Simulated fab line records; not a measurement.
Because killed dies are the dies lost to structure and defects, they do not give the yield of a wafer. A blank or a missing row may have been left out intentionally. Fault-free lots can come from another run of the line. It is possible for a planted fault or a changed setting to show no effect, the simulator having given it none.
Which tool was responsible? ; flow sky130 ; 11 lots, 32 wafers sampled, at 5 steps of a route of 708

## WHAT THE GAUGES READ, wafer by wafer
SKY_METAL1_THK_MEAS_06: measures by xrf. Usual: for METAL1_ALCU_THK the level is 251 nm and the standard deviation is 3.1.
lot;measured;on;METAL1_ALCU_THK (nm);flag
L914;day 31 12:43;film-metro-03;250 247 254;
L915;day 31 21:08;film-metro-03;244 251 250;
L916;day 32 10:59;film-metro-04;254 253 254;
L917;day 33 00:30;film-metro-04;248 255 252;
L918;day 33 07:21;film-metro-03;251 248 251;
L922;day 34 11:55;film-metro-01;254 254 250;
L925;day 35 14:55;film-metro-01;251 251 253;
L926;day 35 17:28;film-metro-04;251 252 252;
L931;day 37 04:44;film-metro-04;252 249;
L935;day 38 07:44;film-metro-04;249 247 249;
L936;day 38 10:47;film-metro-04;251 249 252;

## WHAT TOOL EACH LOT RAN ON (gives the tool, then ch and the chambers of the sampled wafers, and finally the start)
lot;SKY_RES_PROTECT_STRIP_07;SKY_POLY_GATE_ETCH_15;SKY_CONTACT_COAT_09;SKY_CONTACT_STRIP_19
L914;plasma-asher-01 ch 0,1, day 15 00:18;rie-diel-01 ch 1,2, day 16 05:30;litho-track-01 ch 0, day 30 21:00;plasma-asher-03 ch 0, day 31 11:11
L915;plasma-asher-02 ch 0,1, day 15 11:08;rie-diel-02 ch 1,2,3, day 16 16:28;litho-track-02 ch 0, day 31 05:00;plasma-asher-01 ch 0,1, day 31 19:37
L916;plasma-asher-01 ch 0,1, day 15 21:02;rie-diel-01 ch 0,1, day 17 07:03;litho-track-04 ch 0, day 31 18:00;plasma-asher-03 ch 0,1, day 32 09:30
L917;plasma-asher-01 ch 0,1, day 16 10:32;rie-diel-03 ch 1,2, day 17 18:00;litho-track-01 ch 0, day 32 08:00;plasma-asher-01 ch 0,1, day 32 22:58
L918;plasma-asher-04 ch 0,1, day 16 13:35;rie-diel-03 ch 1,2, day 17 20:43;litho-track-04 ch 0, day 32 15:00;plasma-asher-01 ch 0,1, day 33 05:51
L922;plasma-asher-04 ch 0,1, day 18 02:55;rie-diel-01 ch 0,1,3, day 19 11:43;litho-track-01 ch 0, day 33 20:00;plasma-asher-02 ch 0,1, day 34 10:24
L925;plasma-asher-02 ch 0,1, day 19 10:03;rie-diel-01 ch 1,2, day 20 18:42;litho-track-02 ch 0, day 34 23:00;plasma-asher-03 ch 0,1, day 35 13:22
L926;plasma-asher-04 ch 0,1, day 19 14:46;rie-diel-02 ch 0,2,3, day 21 00:03;litho-track-02 ch 0, day 35 02:00;plasma-asher-03 ch 0,1, day 35 15:58
L931;plasma-asher-02 ch 0,1, day 21 04:32;rie-diel-01 ch 0,1, day 22 13:09;litho-track-02 ch 0, day 36 13:00;plasma-asher-02 ch 0,1, day 37 03:05
L935;plasma-asher-01 ch 0,1, day 22 15:02;rie-diel-01 ch 0,3, day 23 23:38;litho-track-01 ch 0, day 37 17:00;plasma-asher-01 ch 0,1, day 38 06:14
L936;plasma-asher-01 ch 0,1, day 22 20:51;rie-diel-01 ch 0,2, day 24 05:17;litho-track-04 ch 0, day 37 20:00;plasma-asher-01 ch 0,1, day 38 09:15
- SKY_RES_PROTECT_STRIP_07: strips in O2/N2.
- SKY_POLY_GATE_ETCH_15: etches BARC in N2/H2, stops on SiO2, time 118.5 s, target depth 110 nm.
- SKY_CONTACT_COAT_09: resist thk 450 nm.
- SKY_CONTACT_STRIP_19: strips in O2/N2.

## AS READ BY THE TOOLS THEMSELVES (means over the sampled wafers that have a number; for cases with no such wafer, the mark the record gives instead)
SKY_RES_PROTECT_STRIP_07. Usual: chamber-pressure-mTorr 1500.1 mTorr, standard deviation 1.3; drypump-motor-current-A 5.5 A, standard deviation 0.6; oes-product-au 0.518 a.u., standard deviation 0.0044; strip-time-to-endpoint-s 23.31 s, standard deviation 0.038.
lot;tool;chamber-pressure-mTorr (mTorr);drypump-motor-current-A (A);oes-product-au (a.u.);strip-time-to-endpoint-s (s);flag
L914;plasma-asher-01;1500.4;4.9;0.514;23.30;
L915;plasma-asher-02;1500.2;6.2;0.514;23.35;
L916;plasma-asher-01;1499.1;4.9;0.517;23.36;
L917;plasma-asher-01;1499.3;4.9;0.522;23.31;
L918;plasma-asher-04;1501.4;5.8;0.515;23.28;
L922;plasma-asher-04;1500.5;5.8;0.515;23.28;
L925;plasma-asher-02;1500.9;6.3;0.520;23.30;
L926;plasma-asher-04;1498.8;5.9;0.518;23.31;
L931;plasma-asher-02;1500.9;6.1;0.518;23.34;
L935;plasma-asher-01;1501.3;4.9;0.513;23.31;
L936;plasma-asher-01;1499.7;4.9;0.515;23.32;

SKY_POLY_GATE_ETCH_15. Usual: chamber-pressure-mTorr 29.999 mTorr, standard deviation 0.025; drypump-motor-current-A 5.7 A, standard deviation 0.43; oes-product-au 0.716 a.u., standard deviation 0.0045; throttle-valve-pct 13.214 %, standard deviation 0.0099.
lot;tool;chamber-pressure-mTorr (mTorr);drypump-motor-current-A (A);oes-product-au (a.u.);throttle-valve-pct (%);flag
L914;rie-diel-01;29.998;6.2;0.718;13.209;
L915;rie-diel-02;29.996;5.4;0.717;13.221;
L916;rie-diel-01;30.005;5.6;0.715;13.215;
L917;rie-diel-03;29.994;5.2;0.715;13.211;
L918;rie-diel-03;29.970;5.2;0.716;13.210;
L922;rie-diel-01;30.020;5.7;0.717;13.209;
L925;rie-diel-01;29.993;6.2;0.718;13.214;
L926;rie-diel-02;30.013;5.5;0.716;13.212;
L931;rie-diel-01;29.988;5.8;0.716;13.213;
L935;rie-diel-01;29.988;5.5;0.722;13.211;
L936;rie-diel-01;30.025;5.8;0.716;13.213;

SKY_CONTACT_STRIP_19. Usual: chamber-pressure-mTorr 1500.0 mTorr, standard deviation 1.3; drypump-motor-current-A 5.6 A, standard deviation 0.64; oes-product-au 0.380 a.u., standard deviation 0.0049; strip-time-to-endpoint-s 3.60 s, standard deviation 0.034.
lot;tool;chamber-pressure-mTorr (mTorr);drypump-motor-current-A (A);oes-product-au (a.u.);strip-time-to-endpoint-s (s);flag
L914;plasma-asher-03;1499.2;5.4;0.381;3.61;
L915;plasma-asher-01;1500.3;4.9;0.381;3.62;
L916;plasma-asher-03;1501.1;5.7;0.384;3.61;
L917;plasma-asher-01;1500.0;4.9;0.378;3.60;
L918;plasma-asher-01;1500.5;4.9;0.377;3.57;
L922;plasma-asher-02;1499.7;6.3;0.382;3.65;
L925;plasma-asher-03;1500.5;5.7;0.372;3.57;
L926;plasma-asher-03;1499.1;5.7;0.381;3.59;
L931;plasma-asher-02;1500.6;6.2;0.408;4.20;OFF
L935;plasma-asher-01;1499.4;4.9;0.377;3.63;
L936;plasma-asher-01;1499.8;4.9;0.380;3.60;

## THE ANSWER, worked out from the rows above alone
Rule: lot off if the mean of its wafers having a number is beyond 3 standard deviations from the usual mean. A lot without any number at a reading at which 4 lots or more have one is off too. Any other lot the step has rows for is counted as sound. Order of review: gauges by route order, followed by the tools' own readings, for which a lot's mean as printed above is used. The first step at which some lot is off is used, and at that step the reading that is off furthest; a lot without a number counts as furthest.
Off, at SKY_CONTACT_STRIP_19 on strip-time-to-endpoint-s: L931.
A tool fits if, at that step or a process step before it, it ran every lot that is off, and no sound lot after the first of them. Undecided on this evidence; 2 tools fit (plasma-asher-02 at SKY_RES_PROTECT_STRIP_07 and SKY_CONTACT_STRIP_19, litho-track-02 at SKY_CONTACT_COAT_09).

## WHAT THE SIMULATOR HAD INSERTED
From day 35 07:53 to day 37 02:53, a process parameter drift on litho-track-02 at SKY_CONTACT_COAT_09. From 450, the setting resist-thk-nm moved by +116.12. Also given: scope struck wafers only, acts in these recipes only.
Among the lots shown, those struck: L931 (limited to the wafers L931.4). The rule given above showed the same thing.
